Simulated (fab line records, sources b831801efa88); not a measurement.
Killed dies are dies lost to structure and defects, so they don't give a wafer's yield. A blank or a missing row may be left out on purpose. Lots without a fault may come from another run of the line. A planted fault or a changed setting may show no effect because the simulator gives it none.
fab line records | flow sky130
record lots=5 wafers=15 last_day=50
route steps=708 shown VIA1@468 METAL2@483
lots that met no fault: from a run of the same line without faults
start_h: hours from the record's first day to the start of the lot's first wafer shown | wait_h: hours since the lot's step before | " the same as in the row above | L1.1+2: a row that stands for several wafers | - no value, or no start given | * or withheld: withheld | < > ~ a bound
route shown NAME@n: a module of which the file shows steps, and the number in the route of the first | usual: mean/standard deviation of fault-free wafers | same: alike in all rows | chamber/n: place in a boat | sites: the reading at each site | _std_site: their standard deviation | _edge_site: outer sites' mean less inner sites' | radius_mm: how far each site lies from the wafer's centre | mask NAME#n: copy n | behind: the tool/chamber that last shaped the wafer | hold: why the lot was held/for how many hours/how that ended | device: the transistor (n, p or np) that didn't switch | end of line: the same wafers' tests at the end of the route | a step without rows: its recipe alone | killed: dies lost to structure and defects at the first sort, not the wafer's yield | map: a wafer's dies, x killed, . not, _ none there
set.NAME: the setting as run; set.NAME@STEP: as run at that earlier step | model.NAME: the simulator's own value behind a step, which no gauge read
lots at some steps of the route; a table a step, a row a wafer
services: from which hour (start_h, from the record's first day; less than 0 if before it) a tool's chamber was out of use, for how many hours, and why
## steps
# step SKY_VIA1_PEB_10
# recipe peb_temp_c=withheld peb_time_s=withheld resist=KrF-thick
# columns lot.wafer tool chamber start_h wait_h
L075.2+3+6 litho_track-04 0 - -
L079.2+5+6 litho_track-02 0 - -
L090.3+5+6 litho_track-02 0 - -
L091.1+2+5 litho_track-01 0 - -
L095.1+3+6 litho_track-02 0 - -
# step SKY_VIA1_DEVELOP_11
# recipe develop_time_s=60 resist=KrF-thick dev_temp_c=21
# columns lot.wafer tool chamber start_h wait_h
L075.2+3+6 litho_track-04 0 - -
L079.2+5+6 litho_track-02 0 - -
L090.3+5+6 litho_track-02 0 - -
L091.1+2+5 litho_track-01 0 - -
L095.1+3+6 litho_track-02 0 - -
# step SKY_VIA1_CD_MEAS_12
# recipe target_cd_nm=150
# usual cd_nm=150.6/1.7
# columns lot.wafer tool chamber start_h wait_h cd_nm
L075.2 cd_sem-01 - 794.86 - 151.0
L075.3 " - " " 151.1
L075.6 " - " " 150.1
L079.2 cd_sem-01 - 832.07 - 150.5
L079.5 " - " " 150.0
L079.6 " - " " 151.4
L090.3 cd_sem-02 - 903.64 - 152.8
L090.5 " - " " 151.6
L090.6 " - " " 154.1
L091.1 cd_sem-01 - 914.09 - 152.4
L091.2 " - " " 152.5
L091.5 " - " " 150.8
L095.1 cd_sem-01 - 947.95 - 147.7
L095.3 " - " " 147.8
L095.6 " - " " 149.0
# step SKY_VIA1_OVL_MEAS_13
# usual VIA1_OVL=-2/5.8
# columns lot.wafer tool chamber start_h wait_h VIA1_OVL[nm]
L075.2 overlay-02 - 794.96 0.1 4
L075.3 " - " " -2
L075.6 " - " " -2
L079.2 overlay-01 - 832.18 0.1 -8
L079.5 " - " " -2
L079.6 " - " " -9
L090.3 overlay-01 - 903.73 0.1 -7
L090.5 " - " " -16
L090.6 " - " " -10
L091.1 overlay-02 - 914.21 0.1 -9
L091.2 " - " " -1
L091.5 " - " " -7
L095.1 overlay-02 - 948.07 0.1 6
L095.3 " - " " 7
L095.6 " - " " 17
# step SKY_VIA1_ETCH_14
# recipe chemistry=N2/H2 target=BARC ion_energy_ev=200 source_w=500 bias_w=100 pressure_mtorr=30 n2_flow_sccm=100 h2_flow_sccm=200 stop_on=SiO2 time_s=45.9 target_depth_a=600
# usual drypump_motor_current_A=5.8/0.49 h2_flow_sccm=200.0/0.59 oes_product_au=0.854/0.0045 throttle_valve_pct=13.224/0.0098
# columns lot.wafer tool chamber start_h wait_h drypump_motor_current_A h2_flow_sccm oes_product_au rf_hours_counter_h throttle_valve_pct
L075.2 rie_diel-04 3 794.99 0.0 5.6 199.6 0.856 6 13.211
L075.3 " 1 " " 4.9 200.6 0.855 14 13.237
L075.6 " 1 " " 4.9 199.9 0.859 - 13.203
L079.2 rie_diel-04 0 832.21 0.0 5.4 199.4 0.857 14 13.233
L079.5 " 3 " " 5.7 200.8 0.853 - 13.227
L079.6 " 2 " " 5.4 200.3 0.857 - 13.236
L090.3 rie_diel-02 2 903.76 0.0 5.4 200.3 0.846 4 13.215
L090.5 " 1 " " 6.2 200.0 0.859 - 13.244
L090.6 " 2 " " 5.4 198.8 0.849 - 13.238
L091.1 rie_diel-04 2 914.24 0.0 5.4 201.1 0.858 20 13.224
L091.2 " 3 " " 5.6 200.2 0.858 10 13.219
L091.5 " 0 " " 5.3 200.2 0.862 - 13.228
L095.1 rie_diel-02 0 948.11 0.0 6.1 200.1 0.855 7 13.229
L095.3 " 2 " " 5.4 201.4 0.853 5 13.230
L095.6 " 3 " " 6.4 199.4 0.853 - 13.231
# step SKY_VIA1_ETCH_15
# recipe target=SiO2 chemistry=C4F8/O2/Ar target_depth_nm=351 stop_on=TiN mask_material=KrF-thick source_w=1500 bias_w=1200 pressure_mtorr=40 c4f8_flow_sccm=withheld O2_flow_sccm=6 Ar_flow_sccm=300 time_s=54
# usual oes_product_au=0.982/0.006
# columns lot.wafer tool chamber start_h wait_h oes_product_au rf_hours_counter_h
L075.2 rie_diel-04 3 795.04 0.0 0.986 6
L075.3 " 1 " " 0.981 14
L075.6 " 1 " " 0.982 -
L079.2 rie_diel-04 0 832.25 0.0 0.989 14
L079.5 " 3 " " 0.985 -
L079.6 " 2 " " 0.980 -
L090.3 rie_diel-02 2 903.80 0.0 0.973 4
L090.5 " 1 " " 0.988 -
L090.6 " 2 " " 0.972 -
L091.1 rie_diel-04 2 914.28 0.0 0.979 20
L091.2 " 3 " " 0.990 10
L091.5 " 0 " " 0.988 -
L095.1 rie_diel-02 0 948.15 0.0 0.976 8
L095.3 " 2 " " 0.984 5
L095.6 " 3 " " 0.976 -
# step SKY_VIA1_STRIP_16
# recipe chemistry=O2/N2 power_w=1400 pressure_mtorr=1500 platen_temp_c=withheld o2_flow_sccm=3000 n2_flow_sccm=300 overash_fraction=0.5
# usual drypump_motor_current_A=5.7/0.4 oes_product_au=0.415/0.0046 strip_time_to_endpoint_s=4.442/0.024
# columns lot.wafer tool chamber start_h wait_h drypump_motor_current_A oes_product_au rf_hours_counter_h strip_time_to_endpoint_s
L075.2 plasma_asher-03 1 795.08 0.0 5.6 0.407 99 4.432
L075.3 " 1 " " 5.6 0.421 - 4.413
L075.6 " 0 " " 5.7 0.417 - 4.408
L079.2 plasma_asher-01 1 832.30 0.0 6.2 0.416 72 4.428
L079.5 " 0 " " 5.3 0.414 - 4.422
L079.6 " 1 " " 6.2 0.410 - 4.447
L090.3 plasma_asher-01 1 903.88 0.1 6.2 0.425 - 4.472
L090.5 " 1 " " 6.2 0.421 - 4.457
L090.6 " 0 " " 5.3 0.414 - 4.467
L091.1 plasma_asher-02 0 914.33 0.0 6.3 0.414 17 4.456
L091.2 " 1 " " 5.1 0.416 17 4.415
L091.5 " 1 " " 5.1 0.414 - 4.427
L095.1 plasma_asher-01 1 948.20 0.0 6.2 0.417 84 4.423
L095.3 " 0 " " 5.3 0.415 - 4.440
L095.6 " 1 " " 6.2 0.419 - 4.421
# step SKY_VIA1_STRIP_17
# recipe chemistry=post_etch_residue_remover time_s=1200 temp_c=72.5
# usual temp_c=72.49/0.12
# columns lot.wafer tool chamber start_h wait_h temp_c
L075.2 wet_bench-01 3 795.18 0.1 72.36
L075.3 " 3 " " 72.60
L075.6 " 3 " " 72.55
L079.2 wet_bench-03 0 832.40 0.1 72.51
L079.5 " 0 " " 72.45
L079.6 " 0 " " 72.71
L090.3 wet_bench-01 0 903.95 0.0 72.85
L090.5 " 0 " " 72.61
L090.6 " 0 " " 72.72
L091.1 wet_bench-01 2 914.43 0.1 72.42
L091.2 " 2 " " 72.40
L091.5 " 2 " " 72.32
L095.1 wet_bench-04 2 948.30 0.1 72.50
L095.3 " 2 " " 72.55
L095.6 " 2 " " 72.49
# step SKY_VIA1_CLEAN_18
# recipe chemistry=IPA time_s=180 temp_c=25
# usual temp_c=25.00/0.12
# columns lot.wafer tool chamber start_h wait_h temp_c
L075.2 wet_bench-03 0 795.52 0.0 24.95
L075.3 " 0 " " 25.06
L075.6 " 0 " " 25.08
L079.2 wet_bench-01 2 832.74 0.0 24.87
L079.5 " 2 " " 24.92
L079.6 " 2 " " 24.97
L090.3 wet_bench-03 2 904.32 0.0 24.93
L090.5 " 2 " " 24.94
L090.6 " 2 " " 24.95
L091.1 wet_bench-03 1 914.84 0.0 24.88
L091.2 " 1 " " 24.92
L091.5 " 1 " " 24.92
L095.1 wet_bench-01 1 948.64 0.0 25.07
L095.3 " 1 " " 25.13
L095.6 " 1 " " 24.87
# step SKY_VIA1_CLEAN_19
# recipe chemistry=O3/DIW dry=n2_spin
# columns lot.wafer tool chamber start_h wait_h
L075.2+3+6 wet_bench-01 1 795.58 0.0
L079.2+5+6 wet_bench-03 0 832.80 0.0
L090.3+5+6 wet_bench-01 3 904.38 0.0
L091.1+2+5 wet_bench-04 2 914.95 0.0
L095.1+3+6 wet_bench-03 2 948.70 0.0
# step SKY_VIA1_SPUTTER_20
# recipe material=TiN target_thk_nm=20 chamber_pressure_pa=5 power_w=4000 time_s=80
# usual chamber_pressure_pa=5.000/0.0098 throttle_valve_pct=29.6/1.2
# columns lot.wafer tool chamber start_h wait_h chamber_pressure_pa throttle_valve_pct
L075.2 pvd_sputter-02 - 795.67 0.0 5.007 30.3
L075.3 " - " " 5.015 29.7
L075.6 " - " " 5.003 27.2
L079.2 pvd_sputter-02 - 832.89 0.0 5.006 27.4
L079.5 " - " " 5.012 27.4
L079.6 " - " " 5.003 30.4
L090.3 pvd_sputter-02 - 904.48 0.0 5.007 29.9
L090.5 " - " " 4.996 27.2
L090.6 " - " " 5.015 30.4
L091.1 pvd_sputter-01 - 915.05 0.0 5.003 30.0
L091.2 " - " " 5.023 31.7
L091.5 " - " " 5.003 29.9
L095.1 pvd_sputter-02 - 948.79 0.0 4.988 27.3
L095.3 " - " " 5.010 30.0
L095.6 " - " " 5.002 30.3
# step SKY_VIA1_CVD_21
# recipe material=W target_thk_nm=270 time_s=80.902 temp_c=400 pressure_torr=40
# usual heater_power_outer_w=511/38 heater_power_w=831/49
# columns lot.wafer tool chamber start_h wait_h heater_power_outer_w heater_power_w
L075.2 cvd_w-02 1 795.73 0.0 514 838
L075.3 " 1 " " 517 853
L075.6 " 1 " " 520 826
L079.2 cvd_w-01 0 832.95 0.0 460 759
L079.5 " 0 " " 460 753
L079.6 " 1 " " 540 850
L090.3 cvd_w-01 1 904.58 0.1 537 871
L090.5 " 0 " " 457 766
L090.6 " 1 " " 525 868
L091.1 cvd_w-01 1 915.11 0.0 557 872
L091.2 " 0 " " 466 775
L091.5 " 0 " " 457 774
L095.1 cvd_w-02 1 948.85 0.0 514 841
L095.3 " 0 " " 515 806
L095.6 " 1 " " 516 838
# step SKY_VIA1_RS_MEAS_22
# recipe thk_meas_gauge=four-point-probe reads=W_of_VIA1_CVD_21+TiN_of_VIA1_SPUTTER_20
# usual VIA1_W_RS=0.428/0.0052
# columns lot.wafer tool chamber start_h wait_h VIA1_W_RS[ohm/sq]
L075.2 film_metro-03 - 795.85 0.1 0.418
L075.3 " - " " 0.422
L075.6 " - " " 0.423
L079.2 film_metro-01 - 833.07 0.1 0.431
L079.5 " - " " 0.427
L079.6 " - " " 0.431
L090.3 film_metro-02 - 904.68 0.1 0.421
L090.5 " - " " 0.428
L090.6 " - " " 0.424
L091.1 film_metro-02 - 915.20 0.1 0.429
L091.2 " - " " 0.434
L091.5 " - " " 0.430
L095.1 film_metro-02 - 948.94 0.1 0.418
L095.3 " - " " 0.431
L095.6 " - " " 0.421
# step SKY_VIA1_THK_MEAS_23
# recipe thk_meas_gauge=xrf reads=W_of_VIA1_CVD_21
# usual VIA1_W_THK=267/3.7
# columns lot.wafer tool chamber start_h wait_h VIA1_W_THK[nm]
L075.2 film_metro-03 - 795.96 0.1 272
L075.3 " - " " 271
L075.6 " - " " 271
L079.2 film_metro-01 - 833.18 0.1 264
L079.5 " - " " 267
L079.6 " - " " 263
L090.3 film_metro-02 - 904.78 0.1 271
L090.5 " - " " 267
L090.6 " - " " 269
L091.1 film_metro-02 - 915.32 0.1 269
L091.2 " - " " 265
L091.5 " - " " 268
L095.1 film_metro-02 - 949.06 0.1 275
L095.3 " - " " 266
L095.6 " - " " 271
# step SKY_VIA1_CMP_24
# recipe stop_on=SiO2 t_overpolish_s=15 down_force_psi=3.5 platen_rpm=60 target_thk_nm=0 pad_velocity_m_s=0.94248
# usual motor_current_A=11.0/0.88 overpolish_run_s=14.999/0.009 time_to_endpoint_s=67/3.7
# columns lot.wafer tool chamber start_h wait_h motor_current_A overpolish_run_s time_to_endpoint_s
L075.2 cmp-02 3 796.01 0.0 10.4 14.984 68
L075.3 " 2 " " 11.8 15.004 67
L075.6 " 0 " " 9.8 14.999 65
L079.2 cmp-01 1 833.38 0.2 13.0 15.006 66
L079.6 " 2 " " 11.8 14.998 65
L079.5 " 3 " " 10.0 15.003 64
L090.3 cmp-02 3 904.92 0.1 11.2 14.993 70
L090.6 " 1 " " 10.7 15.000 62
L090.5 " 2 " " 11.2 14.985 69
L091.2 cmp-02 1 915.43 0.1 10.8 15.020 63
L091.1 " 3 " " 10.9 15.007 67
L091.5 " 0 " " 9.8 15.022 70
L095.1 cmp-01 0 949.17 0.1 10.9 14.988 66
L095.3 " 1 " " 12.3 15.005 71
L095.6 " 3 " " 10.0 15.005 68
# step SKY_METAL2_SPUTTER_00
# recipe material=Ti target_thk_nm=15 power_w=3000 time_s=10 chamber_pressure_pa=0.4
# usual chamber_pressure_pa=0.4000/0.00081 throttle_valve_pct=30.3/0.85
# columns lot.wafer tool chamber start_h wait_h chamber_pressure_pa throttle_valve_pct
L075.2 pvd_sputter-03 - 796.31 0.2 0.3994 30.9
L075.3 " - " " 0.3986 29.1
L075.6 " - " " 0.4007 30.6
L079.2 pvd_sputter-01 - 833.53 0.1 0.3997 30.7
L079.5 " - " " 0.4000 32.1
L079.6 " - " " 0.3999 30.0
L090.3 pvd_sputter-04 - 905.12 0.1 0.3998 30.3
L090.5 " - " " 0.4003 29.8
L090.6 " - " " 0.3994 28.8
L091.1 pvd_sputter-04 - 915.68 0.1 0.4009 28.8
L091.2 " - " " 0.4007 31.0
L091.5 " - " " 0.4002 28.3
L095.1 pvd_sputter-01 - 949.42 0.2 0.4006 29.7
L095.3 " - " " 0.3994 31.1
L095.6 " - " " 0.4002 30.9
# step SKY_METAL2_SPUTTER_01
# recipe material=TiN target_thk_nm=20 power_w=6500 time_s=16.7 chamber_pressure_pa=0.4
# usual chamber_pressure_pa=0.4000/0.00075 throttle_valve_pct=30.3/0.86
# columns lot.wafer tool chamber start_h wait_h chamber_pressure_pa throttle_valve_pct
L075.2 pvd_sputter-03 - 796.33 0.0 0.4004 30.8
L075.3 " - " " 0.3996 29.2
L075.6 " - " " 0.3997 30.5
L079.2 pvd_sputter-01 - 833.55 0.0 0.4008 30.9
L079.5 " - " " 0.4000 31.7
L079.6 " - " " 0.4000 29.8
L090.3 pvd_sputter-04 - 905.14 0.0 0.4005 30.5
L090.5 " - " " 0.3998 29.9
L090.6 " - " " 0.3997 28.9
L091.1 pvd_sputter-04 - 915.70 0.0 0.4009 28.7
L091.2 " - " " 0.3998 30.7
L091.5 " - " " 0.4004 28.6
L095.1 pvd_sputter-01 - 949.44 0.0 0.3999 29.9
L095.3 " - " " 0.3994 31.1
L095.6 " - " " 0.4009 31.0
# step SKY_METAL2_SPUTTER_02
# recipe material=AlCu target_thk_nm=250 power_w=10600 time_s=13.3 chamber_pressure_pa=0.4
# usual chamber_pressure_pa=0.4000/0.00086 throttle_valve_pct=30.3/0.85
# columns lot.wafer tool chamber start_h wait_h chamber_pressure_pa throttle_valve_pct
L075.2 pvd_sputter-03 - 796.36 0.0 0.4006 30.7
L075.3 " - " " 0.4006 29.1
L075.6 " - " " 0.3989 30.3
L079.2 pvd_sputter-01 - 833.58 0.0 0.3996 30.6
L079.5 " - " " 0.4018 31.8
L079.6 " - " " 0.3996 29.9
L090.3 pvd_sputter-04 - 905.17 0.0 0.4005 30.5
L090.5 " - " " 0.3991 29.8
L090.6 " - " " 0.3985 28.5
L091.1 pvd_sputter-04 - 915.73 0.0 0.4005 28.4
L091.2 " - " " 0.3979 30.8
L091.5 " - " " 0.4005 28.9
L095.1 pvd_sputter-01 - 949.47 0.0 0.3997 30.0
L095.3 " - " " 0.4003 31.1
L095.6 " - " " 0.3998 31.0
# step SKY_METAL2_SPUTTER_03
# recipe material=Ti target_thk_nm=5 power_w=3000 time_s=3.3 chamber_pressure_pa=0.4
# usual chamber_pressure_pa=0.4001/0.00085 throttle_valve_pct=30.4/0.83
# columns lot.wafer tool chamber start_h wait_h chamber_pressure_pa throttle_valve_pct
L075.2 pvd_sputter-03 - 796.38 0.0 0.4009 30.4
L075.3 " - " " 0.4005 29.3
L075.6 " - " " 0.4003 30.6
L079.2 pvd_sputter-01 - 833.60 0.0 0.4017 30.9
L079.5 " - " " 0.3992 31.5
L079.6 " - " " 0.3998 30.0
L090.3 pvd_sputter-04 - 905.19 0.0 0.4015 30.6
L090.5 " - " " 0.3992 29.8
L090.6 " - " " 0.3996 28.8
L091.1 pvd_sputter-04 - 915.75 0.0 0.4013 28.4
L091.2 " - " " 0.3990 30.6
L091.5 " - " " 0.3998 28.5
L095.1 pvd_sputter-01 - 949.49 0.0 0.3989 30.1
L095.3 " - " " 0.3997 31.1
L095.6 " - " " 0.4002 30.9
# step SKY_METAL2_SPUTTER_04
# recipe material=TiN target_thk_nm=70 power_w=6500 time_s=58.3 chamber_pressure_pa=0.4
# usual chamber_pressure_pa=0.3999/0.00082 throttle_valve_pct=30.3/0.84
# columns lot.wafer tool chamber start_h wait_h chamber_pressure_pa throttle_valve_pct
L075.2 pvd_sputter-03 - 796.40 0.0 0.3996 30.4
L075.3 " - " " 0.4007 29.2
L075.6 " - " " 0.3989 30.7
L079.2 pvd_sputter-01 - 833.62 0.0 0.4008 30.7
L079.5 " - " " 0.4001 31.7
L079.6 " - " " 0.4016 29.9
L090.3 pvd_sputter-04 - 905.21 0.0 0.4002 30.6
L090.5 " - " " 0.3998 29.8
L090.6 " - " " 0.3984 28.2
L091.1 pvd_sputter-04 - 915.77 0.0 0.4003 28.5
L091.2 " - " " 0.4003 30.8
L091.5 " - " " 0.3995 28.5
L095.1 pvd_sputter-01 - 949.51 0.0 0.4006 30.0
L095.3 " - " " 0.3999 31.0
L095.6 " - " " 0.4008 31.1
# step SKY_METAL2_RS_MEAS_05
# recipe thk_meas_gauge=four-point-probe reads=TiN_of_METAL2_SPUTTER_04+Ti_of_METAL2_SPUTTER_03+AlCu_of_METAL2_SPUTTER_02+TiN_of_METAL2_SPUTTER_01+Ti_of_METAL2_SPUTTER_00
# usual METAL2_ALCU_RS=0.1266/0.0017
# columns lot.wafer tool chamber start_h wait_h METAL2_ALCU_RS[ohm/sq]
L075.2 film_metro-03 - 796.47 0.0 0.1259
L075.3 " - " " 0.1257
L075.6 " - " " 0.1262
L079.2 film_metro-01 - 833.69 0.0 0.1284
L079.5 " - " " 0.1293
L079.6 " - " " 0.1283
L090.3 film_metro-04 - 905.30 0.1 0.1240
L090.5 " - " " 0.1263
L090.6 " - " " 0.1253
L091.1 film_metro-04 - 915.82 0.0 0.1262
L091.2 " - " " 0.1272
L091.5 " - " " 0.1272
L095.1 film_metro-04 - 949.56 0.0 0.1258
L095.3 " - " " 0.1254
L095.6 " - " " 0.1248
# step SKY_METAL2_THK_MEAS_06
# recipe thk_meas_gauge=xrf reads=AlCu_of_METAL2_SPUTTER_02
# usual METAL2_ALCU_THK=251/3.2
# columns lot.wafer tool chamber start_h wait_h METAL2_ALCU_THK[nm]
L075.2 film_metro-03 - 796.58 0.1 252
L075.3 " - " " 251
L075.6 " - " " 253
L079.2 film_metro-01 - 833.80 0.1 248
L079.5 " - " " 247
L079.6 " - " " 248
L090.3 film_metro-04 - 905.40 0.1 257
L090.5 " - " " 254
L090.6 " - " " 254
L091.1 film_metro-04 - 915.94 0.1 252
L091.2 " - " " 251
L091.5 " - " " 250
L095.1 film_metro-04 - 949.68 0.1 254
L095.3 " - " " 253
L095.6 " - " " 254
# step SKY_METAL2_DEHYDRATE_07
# recipe temp_c=200 time_s=60
# usual plate_temp_C=199.99/0.16
# columns lot.wafer tool chamber start_h wait_h plate_temp_C
L075.2 litho_track-02 0 810.03 13.4 199.87
L075.3 " 0 " " 200.09
L075.6 " 0 " " 199.78
L079.2 litho_track-04 0 845.96 12.2 199.79
L079.5 " 0 " " 200.29
L079.6 " 0 " " 200.06
L090.3 litho_track-03 0 917.65 12.2 200.02
L090.5 " 0 " " 200.06
L090.6 " 0 " " 200.11
L091.1 litho_track-04 0 927.79 11.8 200.11
L091.2 " 0 " " 200.04
L091.5 " 0 " " 199.82
L095.1 litho_track-02 0 961.15 11.5 199.83
L095.3 " 0 " " 200.03
L095.6 " 0 " " 199.99
# step SKY_METAL2_HMDS_08
# recipe prime_time_s=60 prime_temp_c=120
# usual prime_temp_c=120.02/0.13
# columns lot.wafer tool chamber start_h wait_h prime_temp_c
L075.2 litho_track-02 0 810.18 0.1 119.75
L075.3 " 0 " " 119.76
L075.6 " 0 " " 119.75
L079.2 litho_track-04 0 846.11 0.1 120.22
L079.5 " 0 " " 120.05
L079.6 " 0 " " 120.13
L090.3 litho_track-03 0 917.80 0.1 120.09
L090.5 " 0 " " 120.12
L090.6 " 0 " " 119.87
L091.1 litho_track-04 0 927.94 0.1 119.85
L091.2 " 0 " " 120.02
L091.5 " 0 " " 119.94
L095.1 litho_track-02 0 961.30 0.1 120.19
L095.3 " 0 " " 119.88
L095.6 " 0 " " 119.88
# step SKY_METAL2_COAT_09
# recipe resist=BARC temp_c=withheld time_s=withheld spin_rpm=3000 resist_thk_nm=60
# columns lot.wafer tool chamber start_h wait_h
L075.2+3+6 litho_track-02 0 810.33 0.1
L079.2+5+6 litho_track-04 0 846.26 0.1
L090.3+5+6 litho_track-03 0 917.95 0.1
L091.1+2+5 litho_track-04 0 928.09 0.1
L095.1+3+6 litho_track-02 0 961.45 0.1
# step SKY_METAL2_COAT_10
# recipe resist=KrF-thick spin_rpm=3000 resist_thk_nm=450
# columns lot.wafer tool chamber start_h wait_h
L075.2+3+6 litho_track-02 0 - -
L079.2+5+6 litho_track-04 0 - -
L090.3+5+6 litho_track-03 0 - -
L091.1+2+5 litho_track-04 0 - -
L095.1+3+6 litho_track-02 0 - -
# step SKY_METAL2_SOFTBAKE_11
# recipe temp_c=100 time_s=90 resist=KrF-thick
# usual plate_temp_C=100.00/0.11
# columns lot.wafer tool chamber start_h wait_h plate_temp_C
L075.2 litho_track-02 0 - - 100.13
L075.3 " 0 " " 100.26
L075.6 " 0 " " 100.04
L079.2 litho_track-04 0 - - 100.09
L079.5 " 0 " " 100.13
L079.6 " 0 " " 100.03
L090.3 litho_track-03 0 - - 100.20
L090.5 " 0 " " 100.03
L090.6 " 0 " " 99.96
L091.1 litho_track-04 0 - - 100.13
L091.2 " 0 " " 100.03
L091.5 " 0 " " 100.04
L095.1 litho_track-02 0 - - 99.99
L095.3 " 0 " " 100.20
L095.6 " 0 " " 100.00
# step SKY_METAL2_EXPOSE_12
# recipe mask_id=MM2 na=0.8 source_shape=annular sigma_inner=0.55 sigma_outer=0.85 target_cd_nm=140 dose_mj=28
# columns lot.wafer tool chamber start_h wait_h mask
L075.2+3+6 krf_scanner-02 0 - - MM2#0
L079.2+5+6 krf_scanner-01 0 - - MM2#0
L090.3+5+6 krf_scanner-01 0 - - MM2#0
L091.1+2+5 krf_scanner-02 0 - - MM2#0
L095.1+3+6 krf_scanner-02 0 - - MM2#0
# step SKY_METAL2_PEB_13
# recipe peb_temp_c=withheld peb_time_s=withheld resist=KrF-thick
# columns lot.wafer tool chamber start_h wait_h
L075.2+3+6 litho_track-02 0 - -
L079.2+5+6 litho_track-02 0 - -
L090.3+5+6 litho_track-03 0 - -
L091.1+2+5 litho_track-02 0 - -
L095.1+3+6 litho_track-04 0 - -
# step SKY_METAL2_DEVELOP_14
# recipe develop_time_s=60 resist=KrF-thick dev_temp_c=21
# columns lot.wafer tool chamber start_h wait_h
L075.2+3+6 litho_track-02 0 - -
L079.2+5+6 litho_track-02 0 - -
L090.3+5+6 litho_track-03 0 - -
L091.1+2+5 litho_track-02 0 - -
L095.1+3+6 litho_track-04 0 - -
# step SKY_METAL2_CD_MEAS_15
# recipe target_cd_nm=140
# usual cd_nm=140.2/1.6
# columns lot.wafer tool chamber start_h wait_h cd_nm
L075.2 cd_sem-01 - 823.17 - 140.1
L075.3 " - " " 140.5
L075.6 " - " " 140.8
L079.2 cd_sem-02 - 859.12 - 139.5
L079.5 " - " " 140.8
L079.6 " - " " 140.0
L090.3 cd_sem-02 - 930.29 - 140.4
L090.5 " - " " 139.8
L090.6 " - " " 139.5
L091.1 cd_sem-01 - 940.85 - 140.6
L091.2 " - " " 142.1
L091.5 " - " " 141.4
L095.1 cd_sem-01 - 973.59 - 138.2
L095.3 " - " " 137.6
L095.6 " - " " 136.0
# step SKY_METAL2_OVL_MEAS_16
# usual METAL2_OVL=0/5.5
# columns lot.wafer tool chamber start_h wait_h METAL2_OVL[nm]
L075.2 overlay-01 - 823.28 0.1 -4
L075.3 " - " " 0
L075.6 " - " " 3
L079.2 overlay-02 - 859.23 0.1 3
L079.5 " - " " -1
L079.6 " - " " -2
L090.3 overlay-01 - 930.38 0.1 -1
L090.5 " - " " -7
L090.6 " - " " 0
L091.1 overlay-01 - 940.97 0.1 1
L091.2 " - " " -2
L091.5 " - " " -5
L095.1 overlay-02 - 973.71 0.1 1
L095.3 " - " " 1
L095.6 " - " " 6
# step SKY_METAL2_DESCUM_17
# recipe chemistry=O2 source_power_w=150 bias_power_w=0 pressure_mtorr=10 temp_c=40 time_s=8
# usual drypump_motor_current_A=5.9/0.54 oes_product_au=0.994/0.0092 temp_c=40.02/0.11
# columns lot.wafer tool chamber start_h wait_h drypump_motor_current_A oes_product_au rf_hours_counter_h temp_c
L075.2 rie_metal-02 0 823.32 0.0 5.8 1.002 - 40.05
L075.3 " 0 " " 5.9 1.006 - 40.15
L075.6 " 0 " " 5.8 1.003 - 40.12
L079.2 rie_metal-02 1 859.26 0.0 6.0 0.993 1 40.13
L079.5 " 1 " " 6.0 0.998 - 39.89
L079.6 " 0 " " 5.9 0.984 - 40.09
L090.3 rie_metal-03 0 930.41 0.0 6.0 0.999 - 40.01
L090.5 " 0 " " 6.0 1.000 - 39.99
L090.6 " 1 " " 4.8 0.991 - 40.18
L091.1 rie_metal-02 0 941.01 0.0 5.9 0.999 16 40.08
L091.2 " 1 " " 6.0 1.001 4 40.10
L091.5 " 0 " " 5.8 0.997 - 39.85
L095.1 rie_metal-03 1 973.74 0.0 4.8 0.975 15 39.92
L095.3 " 0 " " 6.0 0.995 - 40.16
L095.6 " 1 " " 4.8 0.969 - 40.05
# step SKY_METAL2_ETCH_18
# recipe chemistry=N2/H2 target=BARC ion_energy_ev=200 bias_w=100 pressure_mtorr=30 n2_flow_sccm=100 h2_flow_sccm=200 icp_w=500 stop_on=SiO2 time_s=45.9 target_depth_a=600
# usual drypump_motor_current_A=5.9/0.54 h2_flow_sccm=200.0/0.58 oes_product_au=0.854/0.0051 throttle_valve_pct=13.225/0.0092
# columns lot.wafer tool chamber start_h wait_h drypump_motor_current_A h2_flow_sccm oes_product_au rf_hours_counter_h throttle_valve_pct
L075.2 rie_metal-02 0 823.39 0.1 5.9 199.6 0.856 - 13.235
L075.3 " 0 " " 5.9 199.8 0.864 - 13.238
L075.6 " 0 " " 5.9 199.7 0.856 - 13.234
L079.2 rie_metal-02 1 859.29 0.0 6.0 200.4 0.858 1 13.215
L079.5 " 1 " " 6.0 200.1 0.858 - 13.226
L079.6 " 0 " " 5.9 198.9 0.860 - 13.204
L090.3 rie_metal-03 0 930.46 0.0 6.0 200.0 0.853 - 13.221
L090.5 " 0 " " 6.0 199.8 0.853 - 13.233
L090.6 " 1 " " 4.8 199.9 0.848 - 13.214
L091.1 rie_metal-02 0 941.04 0.0 5.8 199.5 0.849 16 13.218
L091.2 " 1 " " 6.0 200.3 0.846 4 13.228
L091.5 " 0 " " 5.9 199.3 0.854 - 13.234
L095.1 rie_metal-03 1 973.78 0.0 4.9 199.9 0.865 15 13.231
L095.3 " 0 " " 6.0 200.2 0.847 - 13.232
L095.6 " 1 " " 4.9 199.3 0.859 - 13.226
## services
# columns tool chamber start_h hours kind
krf_scanner-02 - 770.95 1.0 pm
pvd_sputter-02 - 772.52 4.3 repair
cmp-01 - 772.61 15.7 repair
rie_diel-04 2 775.56 3.5 repair
rie_metal-03 0 784.91 6.7 repair
rie_diel-02 2 787.87 7.6 repair
rie_diel-02 0 811.91 2.8 repair
rie_diel-04 2 812.05 1.5 repair
pvd_sputter-02 - 812.37 0.5 repair
krf_scanner-01 - 816.43 3.6 pm
krf_scanner-02 - 832.33 0.2 repair
krf_scanner-02 - 839.99 0.8 pm
krf_scanner-02 - 852.13 4.0 pm
krf_scanner-02 - 856.40 1.3 pm
pvd_sputter-01 - 863.33 0.8 repair
cmp-02 - 875.67 2.1 repair
cvd_w-01 1 888.85 3.1 repair
rie_diel-02 - 911.60 2.8 pm
rie_metal-03 0 913.10 4.9 repair
cmp-02 - 933.75 6.9 pm
plasma_asher-01 - 939.41 0.7 repair
krf_scanner-02 - 939.95 1.0 pm
rie_diel-04 0 942.80 4.1 repair
cmp-02 - 951.22 1.3 repair
## key
fault none
